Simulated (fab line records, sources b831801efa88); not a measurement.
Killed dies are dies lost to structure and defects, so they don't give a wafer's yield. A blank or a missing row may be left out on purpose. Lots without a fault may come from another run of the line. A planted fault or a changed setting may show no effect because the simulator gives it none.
One fault seen from 2 desks | flow gf180mcu | each desk has only its own numbers; what lay behind them comes last

THE TOOL OWNER'S DESK: rie_metal-03
The tool's own readings at GF_M4_METAL_ETCH_16 (etches the open film in Cl2/BCl3, stops on SiO2, target depth 627.5 nm, time 104.6 s): means of the sampled wafers that have a number, for each lot that ran on this tool. A lot is out of limits, marked OUT, if its mean lies more than 4 standard deviations from the usual mean; the brackets give that distance.
Columns: A = bias_w at GF_M4_METAL_ETCH_16, usual 140.0 W; B = drypump_motor_current_A at GF_M4_METAL_ETCH_16, usual 5.6 A; C = he_backside_leak_sccm at GF_M4_METAL_ETCH_16, usual 3.30 sccm; D = oes_product_au at GF_M4_METAL_ETCH_16, usual 0.972 a.u.; E = throttle_valve_pct at GF_M4_METAL_ETCH_16, usual 28.249 %
lot  | first seen here | A               | B   | C    | D     | E
L681 | day 23 17:51    | 140.3           | 5.5 | 3.18 | 0.968 | 28.255
L682 | day 24 11:47    | 151.7 (+27) OUT | 5.5 | 3.34 | 0.976 | 28.254
L684 | day 25 18:10    | 152.0 (+28) OUT | 5.5 | 3.30 | 0.974 | 28.249
This desk's finding: out of limits on L682, L684; first on L682, day 24 11:47 (bias_w at GF_M4_METAL_ETCH_16). In limits: L681.

THE METROLOGY DESK
What the gauges read, lot by lot, whatever tool the lot ran on: means of the sampled wafers that have a number. A lot is out of limits, marked OUT, if its mean lies more than 4 standard deviations from the usual mean; the brackets give that distance.
Columns: A = M4_ALCU_RS at GF_M4_RS_MEAS_05, usual 0.0695 ohm/sq; B = M4_ALCU_THK at GF_M4_THK_MEAS_06, usual 442 nm; C = cd_nm at GF_M4_CD_MEAS_14, usual 279.8 nm; D = M4_OVL at GF_M4_OVL_MEAS_15, usual -1 nm
lot  | first seen here | A      | B   | C     | D
L681 | day 22 19:08    | 0.0705 | 434 | 280.8 | -5
L682 | day 23 12:41    | 0.0699 | 441 | 280.8 | -1
L686 | day 24 20:27    | 0.0682 | 453 | 279.9 | -5
L684 | day 24 21:48    | 0.0695 | 442 | 279.5 | -7
L697 | day 28 14:53    | 0.0699 | 437 | 279.8 | 0
L701 | day 29 14:11    | 0.0700 | 437 | 281.1 | -9
This desk's finding: nothing out of limits on any of the 6 lots.

PUT TOGETHER
The tool owner's desk could have raised an alarm at day 24 11:47, on L682, L684.
The metrology desk saw nothing out of limits.
The metrology desk has L682, L684 on record, within its limits.
Of the lots named, all ran GF_M4_METAL_ETCH_16 on rie_metal-03.

WHAT THE SIMULATOR HAD PUT IN
Process parameter drift: rie_metal-03, from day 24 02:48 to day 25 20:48, at GF_M4_METAL_ETCH_16. Setting bias_w, moved by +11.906, from 140. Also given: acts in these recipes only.
Lots struck among those shown: L682, L684.
Hours from the fault's start to each desk's first reading out of limits: the tool owner's desk, 9.
